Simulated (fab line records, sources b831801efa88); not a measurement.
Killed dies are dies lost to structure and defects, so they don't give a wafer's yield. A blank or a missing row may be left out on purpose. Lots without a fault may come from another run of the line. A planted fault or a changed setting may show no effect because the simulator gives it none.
Which tool did it? | flow sky130 | 12 lots, 36 wafers sampled, at 5 steps of a route of 708

WHAT THE GAUGES READ, wafer by wafer
SKY_FIELD_ISO_THK_MEAS_25. Usual: FIELD_ISO_CVD_24_THK 593 nm, standard deviation 6.4.
lot  | measured    | on            | FIELD_ISO_CVD_24_THK (nm) | flag
L747 | day 2 08:30 | film_metro-01 | 594 593 595               |
L750 | day 3 03:01 | film_metro-01 | 582 584 582               |
L751 | day 3 12:45 | film_metro-03 | 595 602 598               |
L755 | day 4 08:55 | film_metro-03 | 606 598 599               |
L758 | day 5 01:38 | film_metro-03 | 598 590 593               |
L760 | day 5 05:49 | film_metro-01 | 603 590 591               |
L761 | day 5 09:53 | film_metro-01 | 591 584 582               |
L764 | day 5 23:17 | film_metro-04 | 591 584 595               |
L765 | day 6 06:30 | film_metro-03 | 596 598 591               |
L767 | day 6 16:49 | film_metro-01 | 598 593 598               |
L768 | day 6 21:50 | film_metro-01 | 599 595 591               |
L769 | day 7 04:13 | film_metro-01 | 598 596 598               |

SKY_DNWELL_TW_MEAS_09. Usual: DNWELL_TW 1121, standard deviation 9.
lot  | measured    | on            | DNWELL_TW      | flag
L747 | day 3 05:01 | film_metro-04 | 1124 1118 1121 |
L750 | day 4 15:29 | film_metro-02 | 1121 1125 1129 |
L751 | day 4 22:56 | film_metro-03 | 1113 1109 1121 |
L755 | day 5 10:59 | film_metro-03 | 1111 1109 1109 |
L758 | day 6 01:15 | film_metro-04 | 1131 1128 1127 |
L760 | day 6 05:55 | film_metro-02 | 1118 1121 1114 |
L761 | day 6 09:55 | film_metro-03 | 1112 1112 1111 |
L764 | day 7 01:04 | film_metro-02 | 1127 1125 1126 |
L765 | day 7 05:36 | film_metro-04 | 1125 1126 1130 |
L767 | day 7 19:30 | film_metro-03 | 1113 1107 1115 |
L768 | day 8 00:04 | film_metro-02 | 1132 1137 1136 |
L769 | day 8 04:06 | film_metro-02 | 1132 1135 1133 |

SKY_NWELL_RS_MEAS_29: measures by four-point-probe. Usual: NWELL_RS 625.0 ohm/sq, standard deviation 1.6.
lot  | measured     | on            | NWELL_RS (ohm/sq)                   | flag
L747 | day 5 05:14  | film_metro-03 | 625.6 626.5 625.9                   |
L750 | day 7 00:12  | film_metro-04 | 623.3 621.3 622.2                   |
L751 | day 7 06:56  | film_metro-04 | 623.5 625.6 623.9                   |
L755 | day 7 20:04  | film_metro-04 | 624.6 624.5 624.0                   |
L758 | day 8 12:14  | film_metro-02 | 625.5 624.7 626.4                   |
L760 | day 8 17:11  | film_metro-04 | 614.3 615.9 615.0 615.9 614.5 617.0 | OFF
L761 | day 8 20:46  | film_metro-02 | 615.8 616.3 612.6 616.4 616.3 612.0 | OFF
L764 | day 9 13:46  | film_metro-02 | 625.5 625.7 627.1                   |
L765 | day 9 20:47  | film_metro-03 | 625.2 625.7 627.1                   |
L767 | day 10 13:50 | film_metro-04 | 623.0 624.2 623.7                   |
L768 | day 10 19:23 | film_metro-02 | 624.6 623.8 625.5                   |
L769 | day 10 22:34 | film_metro-02 | 622.6 624.1 624.1                   |

WHICH TOOL RAN EACH LOT (tool, then ch and the chambers of the sampled wafers, then the start)
lot  | SKY_FIELD_ISO_STRIP_16              | SKY_NWELL_IMPLANT_11
L747 | plasma_asher-03 ch 0,1, day 2 05:40 | implanter-03 ch 0, day 4 10:51
L750 | plasma_asher-02 ch 0,1, day 2 20:49 | implanter-03 ch 0, day 6 03:40
L751 | plasma_asher-01 ch 0,1, day 3 01:54 | implanter-03 ch 0, day 6 10:49
L755 | plasma_asher-03 ch 0,1, day 4 04:53 | implanter-03 ch 0, day 7 01:16
L758 | plasma_asher-03 ch 0,1, day 4 23:52 | implanter-04 ch 0, day 7 14:49
L760 | plasma_asher-02 ch 0,1, day 5 03:38 | implanter-03 ch 0, day 7 19:17
L761 | plasma_asher-01 ch 0,1, day 5 07:27 | implanter-03 ch 0, day 7 22:07
L764 | plasma_asher-02 ch 1, day 5 21:04   | implanter-04 ch 0, day 8 16:07
L765 | plasma_asher-03 ch 0,1, day 6 04:09 | implanter-04 ch 0, day 8 21:43
L767 | plasma_asher-01 ch 0,1, day 6 14:00 | implanter-04 ch 0, day 9 14:28
L768 | plasma_asher-01 ch 0, day 6 17:22   | implanter-01 ch 0, day 9 20:19
L769 | plasma_asher-01 ch 0,1, day 6 23:53 | implanter-01 ch 0, day 9 22:55
- SKY_FIELD_ISO_STRIP_16: strips in O2/N2.
- SKY_NWELL_IMPLANT_11

WHAT THE TOOLS THEMSELVES READ (means of the sampled wafers that have a number; where no wafer has one, the mark that the record gives instead)
SKY_FIELD_ISO_STRIP_16. Usual: drypump_motor_current_A 5.4 A, standard deviation 0.58; oes_product_au 0.377 a.u., standard deviation 0.005; strip_time_to_endpoint_s 3.546 s, standard deviation 0.029.
lot  | tool            | drypump_motor_current_A (A) | oes_product_au (a.u.) | strip_time_to_endpoint_s (s) | flag
L747 | plasma_asher-03 | 4.9                         | 0.372                 | 3.542                        |
L750 | plasma_asher-02 | 6.0                         | 0.378                 | 3.557                        |
L751 | plasma_asher-01 | 5.3                         | 0.376                 | 3.509                        |
L755 | plasma_asher-03 | 4.9                         | 0.380                 | 3.548                        |
L758 | plasma_asher-03 | 4.9                         | 0.377                 | 3.571                        |
L760 | plasma_asher-02 | 6.0                         | 0.382                 | 3.546                        |
L761 | plasma_asher-01 | 5.7                         | 0.376                 | 3.539                        |
L764 | plasma_asher-02 | 6.4                         | 0.376                 | 3.555                        |
L765 | plasma_asher-03 | 4.9                         | 0.376                 | 3.557                        |
L767 | plasma_asher-01 | 5.7                         | 0.383                 | 3.585                        |
L768 | plasma_asher-01 | 6.0                         | 0.377                 | 3.565                        |
L769 | plasma_asher-01 | 5.6                         | 0.375                 | 3.514                        |

SKY_NWELL_IMPLANT_11. Usual: dose_ions_cm2 1.8998e+13, standard deviation 1.9e+10.
lot  | tool         | dose_ions_cm2 | flag
L747 | implanter-03 | 1.9021e+13    |
L750 | implanter-03 | 1.8999e+13    |
L751 | implanter-03 | 1.9012e+13    |
L755 | implanter-03 | 1.8977e+13    |
L758 | implanter-04 | 1.9013e+13    |
L760 | implanter-03 | 1.9477e+13    | OFF
L761 | implanter-03 | 1.9499e+13    | OFF
L764 | implanter-04 | 1.8994e+13    |
L765 | implanter-04 | 1.8990e+13    |
L767 | implanter-04 | 1.9018e+13    |
L768 | implanter-01 | 1.9018e+13    |
L769 | implanter-01 | 1.9012e+13    |

THE ANSWER, worked out from the rows above alone
Rule: a lot is off if the mean of its wafers that have a number lies more than 3 standard deviations from the usual mean. A lot without any number at a reading at which 4 lots or more have one is off too. The other lots that the step has rows for count as sound. The gauges are gone through in route order, then the tools' own readings, and for those a lot's mean is taken as printed above. The first step at which some lot is off is used, and at that step the reading that is off furthest; a lot without a number counts as furthest.
Off: L760, L761, at SKY_NWELL_RS_MEAS_29 (NWELL_RS).
A tool fits if, at a process step before that reading, it ran every lot that is off, and no sound lot after the first of them. The gauges at SKY_NWELL_RS_MEAS_29 aren't tried: what is off there is off at SKY_NWELL_IMPLANT_11 too, on other tools, and a gauge's error can't cause that. One fits: implanter-03 at SKY_NWELL_IMPLANT_11. Its last sound lot is L755 (day 7 01:16), its first lot that is off L760 (day 7 19:17): a fault that began between those two fits.
The tool's own readings at SKY_NWELL_IMPLANT_11 bear it out: on the lots that are off they differ by more than 5 times the standard deviation of the sound lots' means. dose_ions_cm2 reads 1.9488e+13 there against 1.9005e+13 on the sound lots.

WHAT THE SIMULATOR HAD PUT IN
Process parameter drift: implanter-03, from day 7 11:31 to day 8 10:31, at SKY_NWELL_IMPLANT_11. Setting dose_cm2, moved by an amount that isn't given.
Lots struck among those shown: L760, L761. The rule above found the same.
